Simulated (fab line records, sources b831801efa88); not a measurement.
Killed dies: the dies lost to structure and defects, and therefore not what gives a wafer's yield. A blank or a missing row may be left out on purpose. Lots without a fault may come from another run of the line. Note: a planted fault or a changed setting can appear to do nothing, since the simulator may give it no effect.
What tool caused it? + flow gf180mcu + 36 wafers sampled from 12 lots at 1 step of a route of 602

== WHAT THE GAUGES READ, wafer by wafer ==
GF_V2_THK_MEAS_03.
| lot  | measured     | on            | V2_CVD_02_THK (nm) |
|------|--------------|---------------|--------------------|
| L075 | day 20 12:15 | film-metro-03 | 851 860 840        |
| L077 | day 21 06:59 | film-metro-03 | 832 826 864        |
| L079 | day 22 05:12 | film-metro-04 | 839 862 870        |
| L081 | day 22 17:10 | film-metro-03 | 840 850 847        |
| L083 | day 23 11:12 | film-metro-02 | 840 849 853        |
| L085 | day 24 06:37 | film-metro-03 | 839 840 853        |
| L087 | day 24 19:47 | film-metro-04 | 837 859 862        |
| L089 | day 25 13:11 | film-metro-04 | 830 848 868        |
| L091 | day 26 01:53 | film-metro-03 | 840 855 859        |
| L093 | day 26 16:44 | film-metro-03 | 841 840 854        |
| L095 | day 27 02:56 | film-metro-04 | 845 835 857        |
| L097 | day 27 17:15 | film-metro-03 | 837 843 854        |

== WHICH TOOL RAN EACH LOT (tool, then ch and the chambers of the sampled wafers, then the start) ==
Record: no process step prior to these readings.

== THE ANSWER, worked out from the rows above alone ==
Rule: the usual values come from the lots themselves. Put in order of their means at a reading, lots are off if they are a third of the lots or fewer, leave a main group of 4 or more, and stand apart from it by a gap of 3 or more times the standard deviation of the main group's means; of several such gaps the widest counts. The tables above print the reading to a certain number of digits; a main group whose means all agree to those digits is not used. A lot without any number at a reading at which 4 lots or more have one is off too. All remaining lots with rows at the step are treated as sound.
None of the lots is off at any reading shown; this tells nothing.

== WHAT WAS PUT IN BY THE SIMULATOR ==
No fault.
